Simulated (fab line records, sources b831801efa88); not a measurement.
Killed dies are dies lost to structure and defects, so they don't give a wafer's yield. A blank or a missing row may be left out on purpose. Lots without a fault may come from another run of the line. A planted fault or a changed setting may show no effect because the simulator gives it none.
Which tool did it? | flow gf180mcu | 7 lots, 21 wafers sampled, at 3 steps of a route of 602

WHAT THE GAUGES READ, wafer by wafer
GF_MIM_THK_MEAS_06.
lot  | measured     | on            | MIM_CVD_05_THK (nm)
L570 | day 25 02:19 | film_metro-02 | 42.3 42.6 43.1
L572 | day 25 15:53 | film_metro-02 | 41.7 43.4 42.6
L576 | day 26 19:48 | film_metro-02 | 42.8 42.5 42.9
L578 | day 27 14:37 | film_metro-04 | 42.0 42.4 42.1
L580 | day 28 04:50 | film_metro-04 | 41.5 41.9 40.8
L587 | day 30 05:47 | film_metro-03 | 41.0 42.1 42.5
L592 | day 31 11:25 | film_metro-03 | 41.9 41.1 41.7

WHICH TOOL RAN EACH LOT (tool, then ch and the chambers of the sampled wafers, then the start)
lot  | GF_MIM_SPUTTER_02            | GF_MIM_CVD_05
L570 | pvd_sputter-02, day 25 02:12 | pecvd-03 ch 0,2, day 25 02:17
L572 | pvd_sputter-02, day 25 15:46 | pecvd-04 ch 1,2, day 25 15:52
L576 | pvd_sputter-02, day 26 19:39 | pecvd-04 ch 1,2, day 26 19:44
L578 | pvd_sputter-01, day 27 14:29 | pecvd-03 ch 1,2, day 27 14:34
L580 | pvd_sputter-03, day 28 04:43 | pecvd-01 ch 0,1,2, day 28 04:49
L587 | pvd_sputter-01, day 30 05:40 | pecvd-03 ch 1,2, day 30 05:46
L592 | pvd_sputter-01, day 31 11:13 | pecvd-01 ch 0,1,2, day 31 11:19
- GF_MIM_SPUTTER_02: material AlCu, target thk 450 nm, time 23.9 s.
- GF_MIM_CVD_05: deposits Si3N4, target thk 42 nm, time 29.086 s.

THE ANSWER, worked out from the rows above alone
Rule: what is usual is taken from the lots themselves. Put in order of their means at a reading, lots are off if they are a third of the lots or fewer, leave a main group of 4 or more, and stand apart from it by a gap of 3 or more times the standard deviation of the main group's means; of several such gaps the widest counts. A main group whose means are all the same, to the digits that the tables above print for the reading, isn't used. A lot without any number at a reading at which 4 lots or more have one is off too. The other lots that the step has rows for count as sound.
No lot is off at any reading shown: from this, nothing can be told.

WHAT THE SIMULATOR HAD PUT IN
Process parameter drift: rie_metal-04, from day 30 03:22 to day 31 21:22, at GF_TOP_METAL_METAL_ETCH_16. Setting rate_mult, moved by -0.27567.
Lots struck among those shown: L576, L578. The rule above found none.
